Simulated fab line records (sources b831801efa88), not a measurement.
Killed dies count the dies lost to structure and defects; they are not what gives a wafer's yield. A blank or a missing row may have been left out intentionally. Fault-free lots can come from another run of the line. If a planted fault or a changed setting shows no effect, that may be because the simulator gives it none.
fab line records	flow sfq-line
[record] lots = 6	wafers = 18	last-day = 77
route steps=325 shown R5@216 I5@228 C5@240 M6@251
lots untouched by any fault: they come from a run of this same line in which no faults occurred
start-h: the number of hours between the record's first day and the start of the first shown wafer of the lot	wait-h: hours elapsed since this lot's preceding step	" as in the row above	L1.1+2: several wafers, shown together as one row	- either no value or no given start	* or withheld: withheld	< > ~ a bound
route shown NAME@n: a module of which the file shows steps, and the number in the route of the first	usual: mean and standard deviation over wafers with no fault	same: alike in all rows	chamber/n: place in a boat	sites: each site's reading	_std_site: the standard deviation of these	_edge_site: the outer-site mean with the inner-site mean subtracted	radius-mm: for every site, how far away it sits from the centre of the wafer	mask NAME#n: copy n	behind: tool/chamber where the wafer was last shaped	hold: why the lot went on hold/how many hours it stayed there/how the hold came to an end	device: names the non-switching transistor (n, p or np)	end of line: the same wafers' tests at the end of the route	step lacking rows: just its recipe	killed: dies that structure and defects cost at the first sort, which is not the same as the wafer's yield	map: the dies of a wafer, with x for killed, . for not killed, _ for no die there
set.NAME: setting as actually run; set.NAME@STEP: the setting as run at that earlier step	model.NAME: the simulator's own value behind a step, which no gauge read
a table for each step, a row for each wafer; lots at some steps of the route
services: a tool's chamber out of use, with start hour (start-h, from the record's first day; less than 0 if before it), hours out, and reason
[[steps]]
[step SFQ_R5_THK_MEAS_934]
[recipe] thk-meas-gauge = xrf	reads = MoNx_of_TRILAYER_R5_DEP_SPUTTER_133
[usual] R5_MONX_THK = 39.2/0.69
lot.wafer	tool	chamber	start-h	wait-h	R5_MONX_THK[nm]
L134.4	film-metro-03	-	1159.08	0.1	38.8
L134.5	"	-	"	"	40.0
L134.6	"	-	"	"	38.9
L135.1	film-metro-01	-	1183.15	0.1	38.0
L135.2	"	-	"	"	38.5
L135.4	"	-	"	"	39.4
L136.2	film-metro-02	-	1195.16	0.1	40.1
L136.4	"	-	"	"	39.9
L136.5	"	-	"	"	40.0
L143.1	film-metro-03	-	1247.80	0.1	38.5
L143.4	"	-	"	"	39.6
L143.5	"	-	"	"	39.6
L148.2	film-metro-03	-	1275.81	0.1	38.8
L148.5	"	-	"	"	39.6
L148.6	"	-	"	"	40.0
L149.3	film-metro-02	-	1281.82	0.1	39.0
L149.5	"	-	"	"	38.9
L149.6	"	-	"	"	38.0
[step SFQ_TRILAYER_R5_LITHO_COAT_141]
[recipe] resist = BARC	spin-rpm = 3000	resist-thk-nm = 62
[step SFQ_TRILAYER_R5_LITHO_COAT_136]
[recipe] resist = KrF	spin-rpm = 3000	resist-thk-nm = 600
[step SFQ_TRILAYER_R5_LITHO_SOFTBAKE_140]
[recipe] temp-c = withheld	time-s = withheld	resist = KrF
[step SFQ_TRILAYER_R5_LITHO_EXPOSE_137]
[recipe] mask-id = R5	na = 0.6	source-shape = conventional	sigma-outer = 0.65	target-cd-nm = 500	dose-mj = 14.4
[step SFQ_TRILAYER_R5_LITHO_PEB_139]
[recipe] peb-temp-c = 115	peb-time-s = 60	resist = KrF
[step SFQ_TRILAYER_R5_LITHO_DEVELOP_138]
[recipe] time-s = 60	resist = KrF
[step SFQ_R5_OVL_MEAS_935]
[usual] R5_OVL = 2/4.7
lot.wafer	tool	chamber	start-h	wait-h	R5_OVL[nm]
L134.4	overlay-01	-	1208.48	0.1	3
L134.5	"	-	"	"	2
L134.6	"	-	"	"	12
L135.1	overlay-02	-	1233.47	0.1	3
L135.2	"	-	"	"	5
L135.4	"	-	"	"	4
L136.2	overlay-02	-	1241.87	0.1	5
L136.4	"	-	"	"	7
L136.5	"	-	"	"	3
L143.1	overlay-02	-	1305.02	0.1	0
L143.4	"	-	"	"	3
L143.5	"	-	"	"	0
L148.2	overlay-01	-	1334.88	0.1	-1
L148.5	"	-	"	"	1
L148.6	"	-	"	"	3
L149.3	overlay-01	-	1339.38	0.1	0
L149.5	"	-	"	"	8
L149.6	"	-	"	"	3
[step SFQ_TRILAYER_R5_BARC_OPEN_METAL_ETCH_177]
[recipe] mask-material = PR	chemistry = O2	target-depth-nm = 125	target = BARC	icp-w = 600	bias-w = 80	pressure-mtorr = 10	time-s = 41.7
[step SFQ_TRILAYER_R5_ETCH_METAL_ETCH_139]
[recipe] stop-on = SiO2	mask-material = PR	chemistry = Cl2	target-depth-nm = 60	icp-w = 600	bias-w = 80	pressure-mtorr = 10	time-s = 40
[usual] chamber-pressure-mTorr = 9.999/0.0098	drypump-motor-current-A = 6.01/0.27	he-backside-leak-sccm = 3.5/0.33	oes-product-au = 0.986/0.009
lot.wafer	tool	chamber	start-h	wait-h	chamber-pressure-mTorr	drypump-motor-current-A	he-backside-leak-sccm	oes-product-au	rf-hours-counter-h
L134.4	rie-metal-01	0	1208.58	0.0	9.998	6.19	3.3	0.988	-
L134.5	"	0	"	"	9.991	6.20	3.3	0.992	-
L134.6	"	1	"	"	10.017	6.33	3.2	0.991	-
L135.1	rie-metal-02	1	1233.56	0.0	10.005	5.73	3.8	0.996	41
L135.2	"	0	"	"	9.996	5.57	3.3	0.990	129
L135.4	"	0	"	"	9.990	5.56	3.2	0.992	-
L136.2	rie-metal-02	0	1241.96	0.0	9.999	5.57	3.5	0.990	130
L136.4	"	0	"	"	10.005	5.58	3.5	0.994	-
L136.5	"	0	"	"	9.990	5.58	3.4	0.987	-
L143.1	rie-metal-01	1	1305.11	0.0	10.011	6.34	3.1	0.996	33
L143.4	"	0	"	"	10.002	6.19	5.9	0.986	-
L143.5	"	1	"	"	10.000	6.35	3.2	0.989	-
L148.2	rie-metal-02	1	1334.97	0.0	10.000	5.76	3.8	0.999	61
L148.5	"	0	"	"	10.005	5.54	3.5	0.992	-
L148.6	"	1	"	"	10.008	5.78	3.9	1.001	-
L149.3	rie-metal-04	1	1339.48	0.0	10.000	6.11	3.7	0.964	-
L149.5	"	0	"	"	9.986	5.85	3.4	0.979	-
L149.6	"	1	"	"	10.007	6.09	3.8	0.978	-
[step SFQ_TRILAYER_R5_STRIP_STRIP_140]
[recipe] gas = O2	power-w = 200	platen-temp-c = 40	overash-fraction = 0.65	chemistry = O2	pressure-mtorr = 50
[step SFQ_TRILAYER_R5_STRIP_SOLV_CLEAN_141]
[recipe] chemistry = NMP	temp-c = 70	time-s = 600
[step SFQ_TRILAYER_A5C_DEP_PECVD_142]
[recipe] material = SiO2	temp-c = 150	time-s = 15.556	pressure-torr = 2.4	rf-w = 183.3	precursor = SiH4/N2O	target-thk-nm = 70
[usual] heater-power-w = 78/14	throttle-valve-pct = 25.2/1.4
lot.wafer	tool	chamber	start-h	wait-h	heater-power-w	throttle-valve-pct	model.SiO2_of_TRILAYER_A5C_DEP_PECVD_142.thk-nm
L134.4	pecvd-02	0	1209.41	0.0	51	24.2	70.8
L134.5	"	1	"	"	55	26.2	70.62
L134.6	"	2	"	"	69	26.1	70.16
L135.1	pecvd-01	1	1234.39	0.0	104	24.2	69.65
L135.2	"	0	"	"	74	28.4	70.28
L135.4	"	2	"	"	80	26.4	72.05
L136.2	pecvd-01	0	1242.79	0.0	71	28.1	70.91
L136.4	"	1	"	"	100	24.5	70.24
L136.5	"	2	"	"	68	26.3	71.84
L143.1	pecvd-01	1	1305.94	0.0	96	24.2	68.56
L143.4	"	0	"	"	75	28.0	71.57
L143.5	"	1	"	"	97	24.2	70.52
L148.2	pecvd-02	2	1335.80	0.0	59	25.8	69.61
L148.5	"	0	"	"	52	24.7	71.04
L148.6	"	1	"	"	63	26.0	83.7
L149.3	pecvd-02	2	1340.29	0.0	66	26.0	69.49
L149.5	"	2	"	"	66	25.9	69.69
L149.6	"	0	"	"	57	24.3	83.1
[step SFQ_TRILAYER_I5_LITHO_COAT_149]
[recipe] resist = BARC	spin-rpm = 3000	resist-thk-nm = 62
[step SFQ_TRILAYER_I5_LITHO_COAT_144]
[recipe] resist = KrF	spin-rpm = 3000	resist-thk-nm = 650
[step SFQ_TRILAYER_I5_LITHO_SOFTBAKE_148]
[recipe] temp-c = withheld	time-s = withheld	resist = KrF
[step SFQ_TRILAYER_I5_LITHO_EXPOSE_145]
[recipe] mask-id = I5	na = 0.6	source-shape = conventional	sigma-outer = 0.65	target-cd-nm = 700	dose-mj = 21.3
[step SFQ_TRILAYER_I5_LITHO_PEB_147]
[recipe] peb-temp-c = 115	peb-time-s = 60	resist = KrF
[step SFQ_TRILAYER_I5_LITHO_DEVELOP_146]
[recipe] time-s = 60	resist = KrF
[step SFQ_I5_OVL_MEAS_936]
[usual] I5_OVL = 1/6.1
lot.wafer	tool	chamber	start-h	wait-h	I5_OVL[nm]
L134.4	overlay-02	-	1262.82	0.1	-5
L134.5	"	-	"	"	-7
L134.6	"	-	"	"	-5
L135.1	overlay-01	-	1283.20	0.1	14
L135.2	"	-	"	"	11
L135.4	"	-	"	"	12
L136.2	overlay-01	-	1289.20	0.1	-4
L136.4	"	-	"	"	-5
L136.5	"	-	"	"	-9
L143.1	overlay-02	-	1341.22	0.1	2
L143.4	"	-	"	"	4
L143.5	"	-	"	"	8
L148.2	overlay-01	-	1365.03	0.1	-1
L148.5	"	-	"	"	4
L148.6	"	-	"	"	1
L149.3	overlay-01	-	1368.63	0.1	14
L149.5	"	-	"	"	11
L149.6	"	-	"	"	4
[step SFQ_TRILAYER_I5_BARC_OPEN_VIA_ETCH_200]
[recipe] mask-material = PR	chemistry = O2	target-depth-nm = 125	target = BARC	source-w = 500	bias-w = 80	pressure-mtorr = 30	time-s = 41.7
[usual] chamber-pressure-mTorr = 30.00/0.05	drypump-motor-current-A = 5.9/0.53	oes-product-au = 0.686/0.0051
lot.wafer	tool	chamber	start-h	wait-h	chamber-pressure-mTorr	drypump-motor-current-A	oes-product-au	rf-hours-counter-h
L134.4	rie-diel-04	0	1262.83	0.0	29.78	6.2	0.685	26
L134.5	"	3	"	"	30.03	5.7	0.684	-
L134.6	"	2	"	"	29.95	6.7	0.680	-
L135.1	rie-diel-03	3	1283.23	0.0	30.04	4.9	0.683	15
L135.2	"	1	"	"	30.01	6.3	0.682	9
L135.4	"	2	"	"	30.00	6.3	0.695	-
L136.2	rie-diel-03	2	1289.23	0.0	29.97	6.2	0.679	17
L136.4	"	2	"	"	30.00	6.2	0.688	-
L136.5	"	1	"	"	29.96	6.3	0.693	-
L143.1	rie-diel-02	0	1341.26	0.0	30.00	5.6	0.683	18
L143.4	"	2	"	"	30.02	5.7	0.682	11
L143.5	"	1	"	"	30.04	5.5	0.687	-
L148.2	rie-diel-02	2	1365.06	0.0	29.98	5.8	0.694	11
L148.5	"	0	"	"	30.02	5.6	0.692	-
L148.6	"	3	"	"	30.03	6.8	0.686	-
L149.3	rie-diel-02	3	1368.66	0.0	30.08	6.8	0.684	10
L149.5	"	3	"	"	30.04	6.8	0.682	-
L149.6	"	0	"	"	30.01	5.6	0.690	-
[step SFQ_TRILAYER_I5_ETCH_VIA_ETCH_147]
[recipe] stop-on = Nb	mask-material = PR	chemistry = CHF3	target-depth-nm = 360	source-w = 500	bias-w = 80	pressure-mtorr = 30	time-s = withheld
[step SFQ_TRILAYER_I5_STRIP_STRIP_148]
[recipe] gas = O2	power-w = 200	platen-temp-c = 40	overash-fraction = 0.65	chemistry = O2	pressure-mtorr = 50
[usual] chamber-pressure-mTorr = 50.00/0.048	drypump-motor-current-A = 6.0/0.31	he-backside-leak-sccm = 3.46/0.3	oes-product-au = 0.994/0.014
lot.wafer	tool	chamber	start-h	wait-h	chamber-pressure-mTorr	drypump-motor-current-A	he-backside-leak-sccm	oes-product-au	rf-hours-counter-h
L134.4	rie-metal-04	0	1263.62	-	50.00	5.8	3.27	0.989	-
L134.5	"	0	"	"	50.08	5.9	3.47	0.985	-
L134.6	"	0	"	"	49.95	5.8	3.29	0.987	-
L135.1	rie-metal-03	0	1283.42	-	50.02	5.9	3.31	0.999	43
L135.2	"	1	"	"	49.96	6.6	2.84	1.004	4
L135.4	"	1	"	"	50.04	6.6	3.00	1.006	-
L136.2	rie-metal-04	1	1289.42	-	50.04	6.1	3.83	0.967	78
L136.4	"	1	"	"	49.98	6.1	3.85	0.978	-
L136.5	"	0	"	"	50.15	5.8	3.34	0.984	-
L143.1	rie-metal-03	1	1341.45	-	49.99	6.6	3.20	0.994	12
L143.4	"	0	"	"	49.95	5.9	3.50	1.006	-
L143.5	"	0	"	"	49.92	5.9	3.35	1.008	-
L148.2	rie-metal-04	1	1365.25	-	50.07	6.1	3.94	0.971	92
L148.5	"	0	"	"	49.99	5.8	3.23	0.983	-
L148.6	"	1	"	"	49.98	6.1	3.97	0.979	-
L149.3	rie-metal-03	0	1369.05	-	50.01	5.9	3.35	1.005	-
L149.5	"	1	"	"	49.97	6.6	3.41	0.995	-
L149.6	"	0	"	"	49.99	5.9	3.31	0.996	-
[step SFQ_TRILAYER_I5_STRIP_SOLV_CLEAN_149]
[recipe] chemistry = NMP	temp-c = 70	time-s = 600
[step SFQ_TRILAYER_C5_LITHO_COAT_156]
[recipe] resist = BARC	spin-rpm = 3000	resist-thk-nm = 62
[step SFQ_TRILAYER_C5_LITHO_COAT_151]
[recipe] resist = KrF	spin-rpm = 3000	resist-thk-nm = 650
[step SFQ_TRILAYER_C5_LITHO_SOFTBAKE_155]
[recipe] temp-c = withheld	time-s = withheld	resist = KrF
[step SFQ_TRILAYER_C5_LITHO_EXPOSE_152]
[recipe] mask-id = C5	na = 0.6	source-shape = conventional	sigma-outer = 0.65	target-cd-nm = 500	dose-mj = 21.3
[step SFQ_TRILAYER_C5_LITHO_PEB_154]
[recipe] peb-temp-c = 115	peb-time-s = 60	resist = KrF
[step SFQ_TRILAYER_C5_LITHO_DEVELOP_153]
[recipe] time-s = 60	resist = KrF
[step SFQ_C5_OVL_MEAS_937]
[usual] C5_OVL = -2/5.1
lot.wafer	tool	chamber	start-h	wait-h	C5_OVL[nm]
L134.4	overlay-02	-	1325.43	0.1	1
L134.5	"	-	"	"	9
L134.6	"	-	"	"	7
L135.1	overlay-01	-	1342.97	0.1	3
L135.2	"	-	"	"	7
L135.4	"	-	"	"	6
L136.2	overlay-01	-	1350.34	0.1	-10
L136.4	"	-	"	"	-8
L136.5	"	-	"	"	-11
L143.1	overlay-01	-	1410.37	0.1	-3
L143.4	"	-	"	"	2
L143.5	"	-	"	"	-4
L148.2	overlay-02	-	1439.17	0.1	-5
L148.5	"	-	"	"	-3
L148.6	"	-	"	"	-2
L149.3	overlay-02	-	1444.73	0.1	3
L149.5	"	-	"	"	-2
L149.6	"	-	"	"	3
[step SFQ_TRILAYER_C5_BARC_OPEN_VIA_ETCH_210]
[recipe] mask-material = PR	chemistry = O2	target-depth-nm = 125	target = BARC	source-w = 500	bias-w = 80	pressure-mtorr = 30	time-s = 41.7
[usual] chamber-pressure-mTorr = 29.998/0.025	drypump-motor-current-A = 5.9/0.54	oes-product-au = 0.686/0.0047
lot.wafer	tool	chamber	start-h	wait-h	chamber-pressure-mTorr	drypump-motor-current-A	oes-product-au	rf-hours-counter-h
L134.4	rie-diel-03	2	1325.45	0.0	29.981	6.2	0.689	18
L134.5	"	0	"	"	30.012	6.2	0.689	-
L134.6	"	1	"	"	30.017	6.4	0.684	-
L135.1	rie-diel-02	0	1343.00	0.0	29.990	5.6	0.676	18
L135.2	"	3	"	"	30.040	6.8	0.684	10
L135.4	"	1	"	"	29.980	5.5	0.691	2
L136.2	rie-diel-02	3	1350.37	0.0	30.007	6.8	0.693	10
L136.4	"	3	"	"	30.021	6.8	0.687	-
L136.5	"	0	"	"	30.032	5.6	0.683	-
L143.1	rie-diel-03	0	1410.40	0.0	29.944	6.3	0.675	2
L143.4	"	1	"	"	29.986	6.3	0.684	12
L143.5	"	1	"	"	29.994	6.3	0.685	-
L148.2	rie-diel-03	0	1439.20	0.0	29.988	6.3	0.689	3
L148.5	"	1	"	"	30.015	6.4	0.677	-
L148.6	"	0	"	"	29.995	6.3	0.692	-
L149.3	rie-diel-01	0	1444.75	0.0	30.031	4.9	0.690	11
L149.5	"	0	"	"	29.967	4.9	0.685	-
L149.6	"	1	"	"	30.005	6.0	0.684	-
[step SFQ_TRILAYER_C5_ETCH_VIA_ETCH_154]
[recipe] target = SiO2	mask-material = PR	chemistry = CHF3	target-depth-nm = 84	source-w = 500	bias-w = 80	pressure-mtorr = 30	time-s = withheld	stop-on = Nb
[usual] chamber-pressure-mTorr = 29.999/0.027	drypump-motor-current-A = 5.9/0.54	oes-product-au = 0.897/0.0095
lot.wafer	tool	chamber	start-h	wait-h	chamber-pressure-mTorr	drypump-motor-current-A	oes-product-au	model.etch.depth-nm	model.C5.feature-depth-nm
L134.4	rie-diel-03	2	1325.49	0.0	29.966	6.3	0.893	70.8	70.8
L134.5	"	0	"	"	29.993	6.3	0.902	70.62	70.62
L134.6	"	1	"	"	29.967	6.3	0.901	70.16	70.16
L135.1	rie-diel-02	0	1343.04	0.0	30.005	5.6	0.891	69.65	69.65
L135.2	"	3	"	"	30.026	6.8	0.899	70.28	70.28
L135.4	"	1	"	"	29.986	5.5	0.911	72.05	72.05
L136.2	rie-diel-02	3	1350.41	0.0	29.970	6.8	0.903	70.91	70.91
L136.4	"	3	"	"	30.036	6.8	0.904	70.24	70.24
L136.5	"	0	"	"	30.017	5.6	0.916	71.84	71.84
L143.1	rie-diel-03	0	1410.44	0.0	30.013	6.3	0.887	68.56	68.56
L143.4	"	1	"	"	29.961	6.3	0.905	71.57	71.57
L143.5	"	1	"	"	29.987	6.4	0.892	70.52	70.52
L148.2	rie-diel-03	0	1439.24	0.0	29.953	6.3	0.887	69.61	69.61
L148.5	"	1	"	"	30.020	6.4	0.905	71.04	71.04
L148.6	"	0	"	"	29.982	6.3	0.987	83.7	83.7
L149.3	rie-diel-01	0	1444.79	0.0	29.973	4.9	0.892	69.49	69.49
L149.5	"	0	"	"	30.002	4.9	0.896	69.69	69.69
L149.6	"	1	"	"	29.962	6.0	0.997	83.1	83.1
[step SFQ_TRILAYER_C5_STRIP_STRIP_155]
[recipe] gas = O2	power-w = 200	platen-temp-c = 40	overash-fraction = 0.65	chemistry = O2	pressure-mtorr = 50
[usual] chamber-pressure-mTorr = 50.00/0.047	drypump-motor-current-A = 6.09/0.24	he-backside-leak-sccm = 3.4/0.38	oes-product-au = 0.995/0.012
lot.wafer	tool	chamber	start-h	wait-h	chamber-pressure-mTorr	drypump-motor-current-A	he-backside-leak-sccm	oes-product-au	rf-hours-counter-h
L134.4	rie-metal-01	1	1325.74	-	50.12	6.34	3.4	0.993	-
L134.5	"	0	"	"	50.08	6.19	3.3	1.000	-
L134.6	"	1	"	"	50.00	6.34	3.1	1.006	-
L135.1	rie-metal-03	1	1343.09	-	50.00	6.58	3.1	1.003	12
L135.2	"	0	"	"	50.05	5.92	3.2	1.000	54
L135.4	"	0	"	"	49.93	5.91	3.3	1.005	-
L136.2	rie-metal-03	0	1350.45	-	49.99	5.91	3.3	1.008	56
L136.4	"	1	"	"	50.04	6.59	3.1	0.993	-
L136.5	"	1	"	"	50.03	6.62	3.3	1.000	-
L143.1	rie-metal-01	0	1410.49	-	49.98	6.17	3.3	0.997	72
L143.4	"	1	"	"	49.98	6.39	3.2	1.009	-
L143.5	"	0	"	"	49.95	6.20	3.3	0.991	-
L148.2	rie-metal-04	1	1439.29	-	49.93	6.11	3.9	0.979	105
L148.5	"	1	"	"	50.01	6.15	4.0	0.985	-
L148.6	"	0	"	"	49.91	5.82	3.4	0.977	-
L149.3	rie-metal-03	0	1445.24	-	50.13	5.94	4.9	0.991	-
L149.5	"	0	"	"	50.00	5.93	3.3	1.003	-
L149.6	"	0	"	"	49.99	5.92	3.3	0.999	-
[step SFQ_TRILAYER_C5_STRIP_SOLV_CLEAN_156]
[recipe] chemistry = NMP	temp-c = 70	time-s = 600
[step SFQ_TRILAYER_M6_DEP_PRE_CLEAN_158]
[recipe] gas = Ar	time-s = 22.5	bias-v = 250
lot.wafer	tool	chamber	start-h	wait-h	model.SiO2_of_TRILAYER_A5C_DEP_PECVD_142.thk-nm
L134.4	pvd-sputter-03	-	1326.52	0.0	63.3
L134.5	"	-	"	"	63.12
L134.6	"	-	"	"	62.66
L135.1	pvd-sputter-03	-	1343.86	0.0	62.15
L135.2	"	-	"	"	62.78
L135.4	"	-	"	"	64.55
L136.2	pvd-sputter-04	-	1351.23	0.0	63.41
L136.4	"	-	"	"	62.74
L136.5	"	-	"	"	64.34
L143.1	pvd-sputter-04	-	1411.26	0.0	61.06
L143.4	"	-	"	"	64.07
L143.5	"	-	"	"	63.02
L148.2	pvd-sputter-03	-	1440.06	0.0	62.11
L148.5	"	-	"	"	63.54
L148.6	"	-	"	"	76.2
L149.3	pvd-sputter-06	-	1446.21	0.0	61.99
L149.5	"	-	"	"	62.19
L149.6	"	-	"	"	75.6
[step SFQ_TRILAYER_M6_DEP_SPUTTER_157]
[recipe] material = Nb	base-pressure-pa = 1.33e-06	chamber-pressure-pa = 0.1333	substrate-temp-c = 20	target-thk-nm = 200	power-w = 2000	time-s = 133.3
[[services]]
tool	chamber	start-h	hours	kind
rie-diel-01	1	1184.64	17.2	repair
rie-diel-02	2	1188.61	21.5	repair
rie-diel-03	0	1214.93	13.0	repair
rie-metal-01	-	1229.24	0.1	repair
rie-metal-01	0	1229.78	2.9	repair
rie-metal-04	1	1253.12	11.3	repair
pecvd-01	0	1260.81	4.6	repair
rie-diel-02	0	1282.26	4.8	repair
pecvd-01	2	1285.41	7.5	repair
rie-metal-03	1	1286.99	6.8	repair
pecvd-02	-	1307.57	6.0	pm
rie-diel-01	2	1309.64	4.4	repair
pecvd-01	-	1316.75	14.0	pm
pecvd-01	2	1332.15	13.8	repair
rie-metal-02	0	1338.55	10.3	repair
rie-diel-02	1	1350.33	7.5	repair
rie-diel-03	3	1354.81	5.7	repair
rie-metal-01	0	1364.50	4.8	repair
pecvd-01	-	1374.35	1.0	repair
rie-metal-01	-	1383.73	1.4	pm
rie-metal-03	1	1388.62	155.9	repair
rie-diel-03	2	1392.01	2.9	repair
pecvd-01	-	1397.68	1.1	repair
pvd-sputter-03	-	1441.80	4.8	repair
[[key]]
[first-sign] step = SFQ_TRILAYER_C5_ETCH_VIA_ETCH_154	reading = oes-product-au	direction = up	sigmas = 10	usual = 0.897	struck = 0.992
effect none on later readings
[model-effect] step = SFQ_TRILAYER_A5C_DEP_PECVD_142	value = SiO2_of_TRILAYER_A5C_DEP_PECVD_142.thk-nm	without = 71.2	struck = 83.4
[model-effect] step = SFQ_TRILAYER_C5_ETCH_VIA_ETCH_154	value = etch.depth-nm	without = 71.2	struck = 83.4
[model-effect] step = SFQ_TRILAYER_M6_DEP_PRE_CLEAN_158	value = SiO2_of_TRILAYER_A5C_DEP_PECVD_142.thk-nm	without = 63.7	struck = 75.9
met-at SFQ_TRILAYER_A5C_DEP_PECVD_142
struck-wafers L148.6,L149.6
onset-between 1209.41 1335.80
[fault] kind = process-parameter-drift	tool = pecvd-02	chamber = -	onset-h = 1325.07	steps = SFQ_TRILAYER_A5C_DEP_PECVD_142	channel = target-thk-nm	offset = 12.113	shape = step	end-h = 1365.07	scope = struck-wafers-only	acts-in = these-recipes-only	stated = 70
